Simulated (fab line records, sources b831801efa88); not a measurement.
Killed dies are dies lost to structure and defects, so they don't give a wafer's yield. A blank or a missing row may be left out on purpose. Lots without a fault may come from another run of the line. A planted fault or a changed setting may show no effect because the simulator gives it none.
fab line records | flow sky130 | part 2 of 2: steps 32 to 42 of 42
record lots=5 wafers=15 last_day=49
route steps=708 shown RES_PROTECT@210 POLY_GATE@213 LDD_N@237
lots that met no fault: from a run of the same line without faults
start_h: hours from the record's first day to the start of the lot's first wafer shown | wait_h: hours since the lot's step before | " the same as in the row above | L1.1+2: a row that stands for several wafers | - no value, or no start given | * or withheld: withheld | < > ~ a bound
route shown NAME@n: a module of which the file shows steps, and the number in the route of the first | usual: mean/standard deviation of fault-free wafers | same: alike in all rows | chamber/n: place in a boat | sites: the reading at each site | _std_site: their standard deviation | _edge_site: outer sites' mean less inner sites' | radius_mm: how far each site lies from the wafer's centre | mask NAME#n: copy n | behind: the tool/chamber that last shaped the wafer | hold: why the lot was held/for how many hours/how that ended | device: the transistor (n, p or np) that didn't switch | end of line: the same wafers' tests at the end of the route | a step without rows: its recipe alone | killed: dies lost to structure and defects at the first sort, not the wafer's yield | map: a wafer's dies, x killed, . not, _ none there
set.NAME: the setting as run; set.NAME@STEP: as run at that earlier step | model.NAME: the simulator's own value behind a step, which no gauge read
lots at some steps of the route; a table a step, a row a wafer
services: from which hour (start_h, from the record's first day; less than 0 if before it) a tool's chamber was out of use, for how many hours, and why
## steps
# step SKY_LDD_N_EXPOSE_04
# recipe mask_id=NTM target_cd_nm=840 na=0.6 source_shape=conventional sigma_outer=0.6 dose_mj=110
# columns lot.wafer tool chamber start_h wait_h mask
L079.2+3+6 iline_stepper-01 0 - - NTM#0
L082.1+5+6 iline_stepper-02 0 - - NTM#0
L085.1+2+4 iline_stepper-02 0 - - NTM#0
L092.2+3+6 iline_stepper-01 0 - - NTM#0
L093.2+3+6 iline_stepper-02 0 - - NTM#0
# step SKY_LDD_N_PEB_05
# recipe temp_c=withheld time_s=* resist=NOVOLAK
# columns lot.wafer tool chamber start_h wait_h
L079.2+3+6 litho_track-02 0 - -
L082.1+5+6 litho_track-03 0 - -
L085.1+2+4 litho_track-03 0 - -
L092.2+3+6 litho_track-01 0 - -
L093.2+3+6 litho_track-02 0 - -
# step SKY_LDD_N_DEVELOP_06
# recipe develop_time_s=60 dev_temp_c=23
# columns lot.wafer tool chamber start_h wait_h
L079.2+3+6 litho_track-02 0 474.18 0.1
L082.1+5+6 litho_track-03 0 510.44 0.1
L085.1+2+4 litho_track-03 0 517.64 0.1
L092.2+3+6 litho_track-01 0 569.03 0.1
L093.2+3+6 litho_track-02 0 570.58 0.1
# step SKY_LDD_N_OVL_MEAS_07
# usual LDD_N_OVL=0.4/1.3
# columns lot.wafer tool chamber start_h wait_h LDD_N_OVL[nm]
L079.2 overlay-02 - 474.31 0.1 0.9
L079.3 " - " " 1.3
L079.6 " - " " -0.6
L082.1 overlay-02 - 510.59 0.1 -0.6
L082.5 " - " " 0.6
L082.6 " - " " -1.0
L085.1 overlay-01 - 517.79 0.1 1.4
L085.2 " - " " -1.3
L085.4 " - " " -1.3
L092.2 overlay-02 - 569.16 0.1 -0.4
L092.3 " - " " -1.8
L092.6 " - " " -1.3
L093.2 overlay-02 - 570.71 0.1 -0.5
L093.3 " - " " -2.3
L093.6 " - " " -0.5
# step SKY_LDD_N_IMPLANT_08
# recipe species=As energy_kev=20 dose_cm2=7.5e+13 tilt_deg=withheld rotation_deg=23
# usual rotation_deg=23.001/0.02
# same implant_ion_amu=75
# columns lot.wafer tool chamber start_h wait_h rotation_deg
L079.2 implanter-02 0 474.36 0.0 23.035
L079.3 " 0 " " 22.993
L079.6 " 0 " " 23.027
L082.1 implanter-02 0 510.63 0.0 23.012
L082.5 " 0 " " 23.018
L082.6 " 0 " " 23.005
L085.1 implanter-04 0 517.83 0.0 22.981
L085.2 " 0 " " 22.990
L085.4 " 0 " " 22.936
L092.2 implanter-04 0 569.21 0.0 23.027
L092.3 " 0 " " 23.020
L092.6 " 0 " " 23.005
L093.2 implanter-02 0 570.76 0.0 22.962
L093.3 " 0 " " 22.963
L093.6 " 0 " " 22.976
# step SKY_LDD_N_IMPLANT_09
# recipe species=As energy_kev=20 dose_cm2=7.5e+13 tilt_deg=withheld rotation_deg=113
# usual rotation_deg=113.00/0.029
# same implant_ion_amu=75
# columns lot.wafer tool chamber start_h wait_h rotation_deg
L079.2 implanter-02 0 474.51 0.1 113.00
L079.3 " 0 " " 112.98
L079.6 " 0 " " 112.97
L082.1 implanter-02 0 510.78 0.1 112.98
L082.5 " 0 " " 113.01
L082.6 " 0 " " 113.01
L085.1 implanter-04 0 517.98 0.1 112.96
L085.2 " 0 " " 112.98
L085.4 " 0 " " 113.00
L092.2 implanter-04 0 569.36 0.1 113.04
L092.3 " 0 " " 113.05
L092.6 " 0 " " 113.05
L093.2 implanter-02 0 570.91 0.1 113.02
L093.3 " 0 " " 113.01
L093.6 " 0 " " 113.03
# step SKY_LDD_N_IMPLANT_10
# recipe species=As energy_kev=20 dose_cm2=7.5e+13 tilt_deg=withheld rotation_deg=203
# usual rotation_deg=203.00/0.039
# same implant_ion_amu=75
# columns lot.wafer tool chamber start_h wait_h rotation_deg
L079.2 implanter-02 0 474.66 0.1 203.03
L079.3 " 0 " " 203.01
L079.6 " 0 " " 203.01
L082.1 implanter-02 0 510.93 0.1 203.02
L082.5 " 0 " " 202.94
L082.6 " 0 " " 202.96
L085.1 implanter-04 0 518.13 0.1 203.03
L085.2 " 0 " " 202.94
L085.4 " 0 " " 203.01
L092.2 implanter-04 0 569.51 0.1 203.01
L092.3 " 0 " " 203.02
L092.6 " 0 " " 203.00
L093.2 implanter-02 0 571.06 0.1 203.04
L093.3 " 0 " " 203.08
L093.6 " 0 " " 203.04
# step SKY_LDD_N_IMPLANT_11
# recipe species=As energy_kev=20 dose_cm2=7.5e+13 tilt_deg=withheld rotation_deg=293
# usual rotation_deg=293.00/0.059
# same implant_ion_amu=75
# columns lot.wafer tool chamber start_h wait_h rotation_deg
L079.2 implanter-02 0 474.81 0.1 292.90
L079.3 " 0 " " 292.93
L079.6 " 0 " " 293.05
L082.1 implanter-02 0 511.08 0.1 293.00
L082.5 " 0 " " 292.94
L082.6 " 0 " " 293.11
L085.1 implanter-04 0 518.28 0.1 293.03
L085.2 " 0 " " 293.08
L085.4 " 0 " " 293.03
L092.2 implanter-04 0 569.66 0.1 293.02
L092.3 " 0 " " 292.97
L092.6 " 0 " " 292.99
L093.2 implanter-02 0 571.21 0.1 292.94
L093.3 " 0 " " 293.05
L093.6 " 0 " " 293.00
# step SKY_LDD_N_IMPLANT_12
# recipe species=BF2 energy_kev=50 dose_cm2=5e+12 tilt_deg=30 rotation_deg=0
# usual rotation_deg=-0.001/0.019
# same implant_ion_amu=49
# columns lot.wafer tool chamber start_h wait_h rotation_deg
L079.2 implanter-02 0 474.96 0.1 0.008
L079.3 " 0 " " 0.035
L079.6 " 0 " " -0.003
L082.1 implanter-02 0 511.23 0.1 -0.022
L082.5 " 0 " " -0.031
L082.6 " 0 " " -0.027
L085.1 implanter-04 0 518.43 0.1 -0.018
L085.2 " 0 " " -0.003
L085.4 " 0 " " 0.001
L092.2 implanter-04 0 569.81 0.1 -0.029
L092.3 " 0 " " 0.000
L092.6 " 0 " " -0.049
L093.2 implanter-02 0 571.36 0.1 0.039
L093.3 " 0 " " 0.033
L093.6 " 0 " " 0.041
# step SKY_LDD_N_IMPLANT_13
# recipe species=BF2 energy_kev=50 dose_cm2=5e+12 tilt_deg=30 rotation_deg=90
# usual rotation_deg=89.995/0.024
# same implant_ion_amu=49
# columns lot.wafer tool chamber start_h wait_h rotation_deg
L079.2 implanter-02 0 475.11 0.1 90.015
L079.3 " 0 " " 89.982
L079.6 " 0 " " 89.957
L082.1 implanter-02 0 511.38 0.1 89.983
L082.5 " 0 " " 90.050
L082.6 " 0 " " 89.976
L085.1 implanter-04 0 518.58 0.1 90.019
L085.2 " 0 " " 89.994
L085.4 " 0 " " 89.976
L092.2 implanter-04 0 569.96 0.1 89.978
L092.3 " 0 " " 90.053
L092.6 " 0 " " 90.000
L093.2 implanter-02 0 571.51 0.1 90.013
L093.3 " 0 " " 90.014
L093.6 " 0 " " 89.936
# step SKY_LDD_N_IMPLANT_14
# recipe species=BF2 energy_kev=50 dose_cm2=5e+12 tilt_deg=30 rotation_deg=180
# usual rotation_deg=180.00/0.035
# same implant_ion_amu=49
# columns lot.wafer tool chamber start_h wait_h rotation_deg
L079.2 implanter-02 0 475.26 0.1 179.94
L079.3 " 0 " " 180.00
L079.6 " 0 " " 179.99
L082.1 implanter-02 0 511.53 0.1 179.98
L082.5 " 0 " " 180.00
L082.6 " 0 " " 180.02
L085.1 implanter-04 0 518.73 0.1 180.02
L085.2 " 0 " " 179.97
L085.4 " 0 " " 180.02
L092.2 implanter-04 0 570.11 0.1 179.95
L092.3 " 0 " " 179.98
L092.6 " 0 " " 179.97
L093.2 implanter-02 0 571.66 0.1 180.00
L093.3 " 0 " " 179.92
L093.6 " 0 " " 179.98
## services
# columns tool chamber start_h hours kind
krf_scanner-01 - 380.93 0.8 repair
rie_diel-03 - 395.03 2.2 repair
implanter-04 - 395.04 38.2 repair
iline_stepper-02 - 402.34 4.4 pm
implanter-02 - 404.10 8.3 repair
iline_stepper-01 - 406.79 1.7 pm
krf_scanner-01 - 414.48 0.8 pm
wet_bench-04 - 414.61 2.2 repair
rie_diel-03 2 430.21 17.8 repair
implanter-02 - 444.59 3.7 repair
implanter-02 - 445.38 1.2 repair
krf_scanner-01 - 448.13 1.3 pm
iline_stepper-02 - 465.49 1.7 pm
rie_diel-04 2 470.51 3.9 repair
lpcvd-02 - 471.13 2.8 pm
furnace-01 - 487.79 3.9 pm
implanter-04 - 488.31 3.2 pm
iline_stepper-01 - 492.49 4.2 repair
implanter-02 - 497.28 1.9 repair
krf_scanner-01 - 523.56 1.0 pm
rie_diel-03 - 535.25 0.5 repair
rie_si-01 1 546.19 3.5 repair
krf_scanner-01 - 558.59 4.0 pm
iline_stepper-02 - 566.87 14.5 repair
